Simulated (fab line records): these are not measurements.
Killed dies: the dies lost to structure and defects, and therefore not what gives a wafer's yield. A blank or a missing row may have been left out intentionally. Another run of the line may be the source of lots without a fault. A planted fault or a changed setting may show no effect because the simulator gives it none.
fab line records	flow sky130
record lots=12	wafers=36	last-day=50
route steps=708 shown SONOS_ONO@169 PAD_OPEN@708
lots untouched by any fault: they come from a run of this same line in which no faults occurred
start-h: hours from the record's opening day to when the first of the lot's shown wafers began	wait-h: time in hours since the lot's previous step	" same as the row above	L1.1+2: one row covering several wafers at once	- no value, or no start was given	* or withheld: withheld	< > ~ a bound
route shown NAME@n: names a module that has steps shown in the file, with the first one's number in the route	usual: mean and standard deviation over wafers with no fault	same: alike in all rows	chamber/n: place in a boat	sites: the reading at each site	_std_site: standard deviation of those values	_edge_site: outer sites' mean less inner sites'	radius-mm: for every site, how far away it sits from the centre of the wafer	mask NAME#n: copy n	behind: the most recent tool/chamber to have shaped the wafer	hold: what put the lot on hold/how long, in hours/how the hold closed	device: the n, p or np transistor that did not switch	end of line: tests of these same wafers at the route's end	step lacking rows: just its recipe	killed: dies that structure and defects cost at the first sort, which is not the same as the wafer's yield	map: a wafer's dies, x killed, . not, _ none there
set.NAME: the run value of the setting; set.NAME@STEP: its run value at that earlier step	model.NAME: the simulator's own value behind a step, which no gauge read
a sample of lots followed through the steps of the route, with each step as a table and each wafer as a row
services: a tool's chamber out of use, with start hour (start-h, from the record's first day; less than 0 if before it), hours out, and reason
## steps
# step SKY_SONOS_ONO_THK_MEAS_01
# recipe reads=SiO2_of_SONOS_ONO_OXIDATION_00
# usual SONOS_ONO_OXIDATION_THK=2.64/0.056
lot.wafer	tool	chamber	start-h	wait-h	SONOS_ONO_OXIDATION_THK[nm]
L625.1	film-metro-03	-	258.04	0.0	2.64
L625.4	"	-	"	"	2.56
L625.6	"	-	"	"	2.67
L627.1	film-metro-01	-	270.86	0.0	2.63
L627.4	"	-	"	"	2.64
L627.6	"	-	"	"	2.65
L628.2	film-metro-01	-	279.29	0.0	2.53
L628.3	"	-	"	"	2.56
L628.5	"	-	"	"	2.67
L632.1	film-metro-03	-	313.00	0.1	2.71
L632.2	"	-	"	"	2.75
L632.6	"	-	"	"	2.66
L634.2	film-metro-04	-	330.99	0.0	2.72
L634.3	"	-	"	"	2.62
L634.6	"	-	"	"	2.65
L635.2	film-metro-04	-	334.91	0.0	2.63
L635.3	"	-	"	"	2.67
L635.4	"	-	"	"	2.65
L636.1	film-metro-01	-	341.37	0.0	2.60
L636.4	"	-	"	"	2.60
L636.5	"	-	"	"	2.58
L637.1	film-metro-01	-	350.87	0.0	2.69
L637.4	"	-	"	"	2.66
L637.5	"	-	"	"	2.66
L645.1	film-metro-01	-	411.70	0.0	2.59
L645.4	"	-	"	"	2.65
L645.5	"	-	"	"	2.56
L646.1	film-metro-03	-	422.98	0.0	2.65
L646.2	"	-	"	"	2.59
L646.4	"	-	"	"	2.64
L647.1	film-metro-03	-	432.06	0.0	2.55
L647.2	"	-	"	"	2.57
L647.5	"	-	"	"	2.62
L648.2	film-metro-01	-	439.14	0.0	2.63
L648.4	"	-	"	"	2.65
L648.5	"	-	"	"	2.64
# step SKY_SONOS_ONO_CVD_02
# recipe material=Si3N4	precursor=DCS/NH3	target-thk-nm=10.5	temp-c=770	time-s=180	pressure-mtorr=250
# usual pressure-mtorr=249.8/0.53
lot.wafer	tool	chamber	start-h	wait-h	pressure-mtorr
L625.1	lpcvd-02	0	258.10	0.1	250.5
L625.4	"	0	"	"	249.9
L625.6	"	0	"	"	249.9
L627.1	lpcvd-02	1	270.92	0.1	249.9
L627.4	"	1	"	"	249.8
L627.6	"	1	"	"	250.4
L628.2	lpcvd-02	1	279.45	0.1	249.0
L628.3	"	1	"	"	250.0
L628.5	"	1	"	"	249.9
L632.1	lpcvd-02	1	314.62	1.6	248.8
L632.2	"	1	"	"	249.1
L632.6	"	1	"	"	249.5
L634.2	lpcvd-02	0	333.03	2.0	250.5
L634.3	"	0	"	"	249.8
L634.6	"	0	"	"	249.9
L635.2	lpcvd-02	1	336.10	1.2	250.0
L635.3	"	1	"	"	250.7
L635.4	"	1	"	"	250.0
L636.1	lpcvd-02	1	341.43	0.1	249.5
L636.4	"	1	"	"	249.6
L636.5	"	1	"	"	249.0
L637.1	lpcvd-02	0	350.93	0.1	249.1
L637.4	"	0	"	"	249.6
L637.5	"	0	"	"	249.6
L645.1	lpcvd-02	0	411.99	0.3	250.0
L645.4	"	0	"	"	250.6
L645.5	"	0	"	"	250.0
L646.1	lpcvd-02	1	423.48	0.5	250.2
L646.2	"	1	"	"	250.9
L646.4	"	1	"	"	249.4
L647.1	lpcvd-02	1	433.92	1.8	250.1
L647.2	"	1	"	"	249.4
L647.5	"	1	"	"	250.3
L648.2	lpcvd-02	0	439.81	0.7	249.9
L648.4	"	0	"	"	249.2
L648.5	"	0	"	"	249.2
# step SKY_SONOS_ONO_THK_MEAS_03
# recipe reads=Si3N4_of_SONOS_ONO_CVD_02
# usual SONOS_ONO_CVD_02_THK=10.55/0.13
lot.wafer	tool	chamber	start-h	wait-h	SONOS_ONO_CVD_02_THK[nm]
L625.1	film-metro-01	-	259.15	0.0	10.59
L625.4	"	-	"	"	10.63
L625.6	"	-	"	"	10.54
L627.1	film-metro-04	-	271.97	0.0	10.36
L627.4	"	-	"	"	10.33
L627.6	"	-	"	"	10.25
L628.2	film-metro-01	-	280.51	0.0	10.54
L628.3	"	-	"	"	10.62
L628.5	"	-	"	"	10.49
L632.1	film-metro-01	-	316.20	0.0	10.54
L632.2	"	-	"	"	10.49
L632.6	"	-	"	"	10.50
L634.2	film-metro-01	-	334.09	0.0	10.53
L634.3	"	-	"	"	10.53
L634.6	"	-	"	"	10.50
L635.2	film-metro-03	-	337.16	0.0	6.33
L635.3	"	-	"	"	6.28
L635.4	"	-	"	"	6.42
L636.1	film-metro-04	-	342.48	0.0	6.03
L636.4	"	-	"	"	6.01
L636.5	"	-	"	"	6.06
L637.1	film-metro-01	-	351.98	0.0	6.23
L637.4	"	-	"	"	6.17
L637.5	"	-	"	"	6.16
L645.1	film-metro-01	-	413.56	0.0	10.34
L645.4	"	-	"	"	10.35
L645.5	"	-	"	"	10.35
L646.1	film-metro-01	-	424.53	0.0	10.67
L646.2	"	-	"	"	10.66
L646.4	"	-	"	"	10.61
L647.1	film-metro-01	-	434.97	0.0	10.58
L647.2	"	-	"	"	10.59
L647.5	"	-	"	"	10.57
L648.2	film-metro-03	-	440.87	0.0	10.70
L648.4	"	-	"	"	10.71
L648.5	"	-	"	"	10.76
# step SKY_SONOS_ONO_ETCH_15
# recipe target-depth-nm=19.52	chemistry=CHF3/O2	source-w=600	bias-w=200	pressure-mtorr=40	chf3-flow-sccm=50	O2_flow_sccm=5	time-s=7.8
# usual bias-w=200.0/0.63	drypump-motor-current-A=5.5/0.5	oes-product-au=0.996/0.01	throttle-valve-pct=8.823/0.0094
lot.wafer	tool	chamber	start-h	wait-h	bias-w	drypump-motor-current-A	oes-product-au	rf-hours-counter-h	throttle-valve-pct
L625.1	rie-diel-04	0	284.85	0.0	199.7	4.9	0.991	57	8.822
L625.4	"	3	"	"	198.4	5.4	0.981	117	8.809
L625.6	"	1	"	"	200.2	6.2	0.998	-	8.819
L627.1	rie-diel-04	2	298.39	0.0	201.0	5.5	0.994	3	8.826
L627.4	"	0	"	"	200.7	4.9	0.982	57	8.824
L627.6	"	2	"	"	200.7	5.5	0.991	-	8.818
L628.2	rie-diel-01	1	307.54	0.0	200.6	6.1	0.973	66	8.809
L628.3	"	2	"	"	199.0	5.1	0.994	17	8.837
L628.5	"	3	"	"	199.5	5.3	1.014	-	8.830
L632.1	rie-diel-01	1	341.90	0.0	198.8	6.1	0.986	67	8.804
L632.2	"	3	"	"	200.6	5.3	1.011	25	8.835
L632.6	"	1	"	"	200.0	6.1	0.992	-	8.826
L634.2	rie-diel-01	2	362.85	0.0	200.3	5.1	1.000	18	8.807
L634.3	"	0	"	"	200.7	4.9	1.009	6	8.836
L634.6	"	0	"	"	200.5	4.9	1.010	-	8.819
L635.2	rie-diel-04	2	365.50	0.0	199.7	5.5	0.983	4	8.803
L635.3	"	0	"	"	199.1	4.9	0.985	58	8.819
L635.4	"	0	"	"	200.5	4.8	0.985	-	8.839
L636.1	rie-diel-02	3	371.10	0.0	200.5	6.4	0.996	25	8.832
L636.4	"	0	"	"	201.0	5.6	1.008	61	8.818
L636.5	"	2	"	"	199.9	5.9	1.004	-	8.820
L637.1	rie-diel-01	2	381.05	0.0	200.5	5.2	1.000	18	8.833
L637.4	"	3	"	"	199.6	5.3	0.999	25	8.807
L637.5	"	0	"	"	199.5	4.9	0.996	-	8.833
L645.1	rie-diel-04	1	444.63	0.0	200.5	6.3	1.002	51	8.841
L645.4	"	3	"	"	199.1	5.4	1.000	1	8.830
L645.5	"	2	"	"	199.6	5.5	1.000	-	8.828
L646.1	rie-diel-04	0	455.33	0.0	199.1	4.9	0.999	60	8.844
L646.2	"	3	"	"	201.2	5.4	0.998	1	8.820
L646.4	"	1	"	"	199.6	6.2	1.006	51	8.824
L647.1	rie-diel-04	3	467.13	0.0	199.3	5.4	0.992	1	8.812
L647.2	"	1	"	"	199.8	6.2	1.012	51	8.828
L647.5	"	0	"	"	201.0	4.9	0.984	-	8.819
L648.2	rie-diel-04	0	472.68	0.0	200.1	4.9	0.983	60	8.824
L648.4	"	1	"	"	200.4	6.2	1.011	51	8.824
L648.5	"	2	"	"	200.0	5.5	0.987	-	8.815
# step SKY_SONOS_ONO_STRIP_17
# recipe chemistry=O2/N2	power-w=1400	pressure-mtorr=1500	platen-temp-c=withheld	o2-flow-sccm=3000	n2-flow-sccm=300	overash-fraction=0.5
# usual drypump-motor-current-A=5.7/0.37	n2-flow-sccm=299.9/0.96	oes-product-au=0.710/0.0044	strip-time-to-endpoint-s=14.10/0.038
lot.wafer	tool	chamber	start-h	wait-h	drypump-motor-current-A	n2-flow-sccm	oes-product-au	rf-hours-counter-h	strip-time-to-endpoint-s
L625.1	plasma-asher-04	1	284.96	0.0	5.7	299.4	0.711	47	14.13
L625.4	"	0	"	"	5.3	300.4	0.709	-	14.05
L625.6	"	0	"	"	5.3	300.3	0.716	-	14.09
L627.1	plasma-asher-04	1	298.49	0.0	5.7	301.5	0.712	48	14.12
L627.4	"	0	"	"	5.3	300.9	0.707	-	14.12
L627.6	"	0	"	"	5.3	299.7	0.707	-	14.15
L628.2	plasma-asher-03	1	307.64	0.0	6.1	298.7	0.716	61	14.14
L628.3	"	0	"	"	5.9	299.8	0.716	-	14.09
L628.5	"	0	"	"	5.9	299.2	0.708	-	14.09
L632.1	plasma-asher-04	1	342.01	0.0	5.7	299.7	0.711	52	14.17
L632.2	"	0	"	"	5.3	300.7	0.710	52	14.15
L632.6	"	0	"	"	5.3	301.1	0.708	-	14.10
L634.2	plasma-asher-04	0	362.96	0.0	5.3	300.7	0.714	54	14.11
L634.3	"	0	"	"	5.3	298.9	0.708	-	14.05
L634.6	"	1	"	"	5.7	300.7	0.707	-	14.05
L635.2	plasma-asher-04	1	365.61	0.0	5.7	300.6	0.710	54	14.15
L635.3	"	1	"	"	5.7	297.6	0.709	-	14.19
L635.4	"	0	"	"	5.3	299.8	0.704	-	14.20
L636.1	plasma-asher-03	0	371.21	0.0	5.9	299.8	0.707	68	14.13
L636.4	"	0	"	"	5.9	300.0	0.704	-	14.12
L636.5	"	0	"	"	5.9	298.4	0.708	-	14.11
L637.1	plasma-asher-03	1	381.16	0.0	6.1	297.3	0.704	69	14.08
L637.4	"	0	"	"	5.9	300.3	0.715	-	14.09
L637.5	"	1	"	"	6.1	298.0	0.705	-	14.19
L645.1	plasma-asher-01	1	444.74	0.0	5.1	298.7	0.708	1	14.06
L645.4	"	1	"	"	5.2	299.8	0.714	-	14.08
L645.5	"	0	"	"	6.3	300.1	0.708	-	14.08
L646.1	plasma-asher-04	1	455.44	0.0	5.7	299.5	0.711	63	14.13
L646.2	"	0	"	"	5.3	300.3	0.705	63	14.10
L646.4	"	1	"	"	5.7	300.1	0.712	-	14.11
L647.1	plasma-asher-04	0	467.24	0.0	5.3	299.7	0.715	64	14.01
L647.2	"	1	"	"	5.7	299.7	0.714	64	14.09
L647.5	"	0	"	"	5.3	300.6	0.714	-	14.08
L648.2	plasma-asher-04	0	472.79	0.0	5.3	300.1	0.717	65	14.11
L648.4	"	0	"	"	5.3	300.0	0.702	-	14.07
L648.5	"	1	"	"	5.7	299.7	0.708	-	14.07
# step SKY_PAD_OPEN_PROBE_99
# usual killed_at_M0_to_M3=42/6.3	killed_at_M4_up=2.8/1.9	killed-at-contacts=23/5.3	killed-at-front-end=16/4.3	killed-at-other=0.2/0.51	killed-dies=84/9.3	killed-open=46/7.6	killed-short=38/6.3
# same gross-dies=492	killed-at-back-side=0
lot.wafer	tool	chamber	start-h	wait-h	killed_at_M0_to_M3	killed_at_M4_up	killed-at-contacts	killed-at-front-end	killed-at-other	killed-dies	killed-open	killed-short
L635.2	prober-01	-	1176.62	0.1	38	5	29	17	0	89	44	45
L635.3	prober-01	-	1176.67	0.2	48	4	19	19	1	91	46	45
L635.4	prober-01	-	1176.72	0.2	36	2	26	13	0	77	40	37
# killed by level:class
L635.2 CONTACT:geometric-particle:open=10 VIA2:geometric-particle:open=8 VIA1:geometric-particle:open=7 FIELD_ISO:geometric-particle:short=6 POLY_GATE:geometric-particle:open=6 LOCAL_INTERCONNECT:geometric-particle:short=6 CONTACT:geometric-particle:short=6 LI_CONTACT:geometric-particle:open=5
L635.3 VIA1:geometric-particle:open=9 CONTACT:geometric-particle:open=8 CONTACT:geometric-particle:short=8 METAL1:geometric-particle:short=8 VIA3:geometric-particle:open=7 METAL2:geometric-particle:short=6 FIELD_ISO:geometric-particle:open=5 VIA2:geometric-particle:open=5
L635.4 CONTACT:geometric-particle:open=9 VIA1:geometric-particle:open=9 LI_CONTACT:geometric-particle:open=6 VIA2:geometric-particle:open=6 METAL2:geometric-particle:short=6 CONTACT:geometric-particle:short=5 FIELD_ISO:geometric-particle:open=4 LOCAL_INTERCONNECT:geometric-particle:short=4
## services
tool	chamber	start-h	hours	kind
rie-diel-02	-	276.93	0.3	repair
rie-diel-01	2	283.56	3.3	repair
rie-diel-02	-	285.85	2.8	pm
plasma-asher-04	-	311.88	2.5	repair
plasma-asher-04	-	318.23	2.8	pm
rie-diel-01	2	340.20	15.5	repair
rie-diel-04	3	348.08	-	clean
rie-diel-04	3	348.08	18.5	scheduled-down
rie-diel-04	3	348.08	18.5	vent-cycle
rie-diel-01	-	388.49	2.2	repair
plasma-asher-04	-	389.90	2.7	repair
rie-diel-01	2	410.18	3.0	repair
plasma-asher-01	-	421.25	9.0	pm
plasma-asher-01	0	421.25	9.0	vent-cycle
plasma-asher-01	1	421.25	9.0	vent-cycle
plasma-asher-04	-	422.75	0.9	repair
plasma-asher-01	0	430.25	-	clean
plasma-asher-01	1	430.25	-	clean
plasma-asher-04	-	436.12	1.6	repair
lpcvd-02	-	449.20	0.5	repair
rie-diel-04	3	461.15	2.3	repair
rie-diel-02	1	469.73	6.3	repair
## key
first-sign step=SKY_SONOS_ONO_THK_MEAS_03	reading=SONOS_ONO_CVD_02_THK	direction=down	sigmas=33	usual=10.55	struck=6.19
effect none on later readings
met-at SKY_SONOS_ONO_CVD_02
struck-lots L635,L636,L637
tester-left-out L635,L636,L637
not-acting-at SKY_SONOS_ONO_THK_MEAS_01,SKY_SONOS_ONO_ETCH_15,SKY_SONOS_ONO_STRIP_17
onset-between 333.03 336.10
fault kind=process-parameter-drift	tool=lpcvd-02	chamber=-	onset-h=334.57	steps=SKY_SONOS_ONO_CVD_02	channel=target-thk-nm	offset=-4.4062	shape=step	end-h=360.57	acts-in=these-recipes-only	stated=10.5
# tester-left-out: of these lots the tester's yield and bins aren't shown, on N5 and GAA mostly nor the transistor test; their killed dies are dies lost to structure and defects alone, not to doping, threshold or leakage, so they don't give the yield
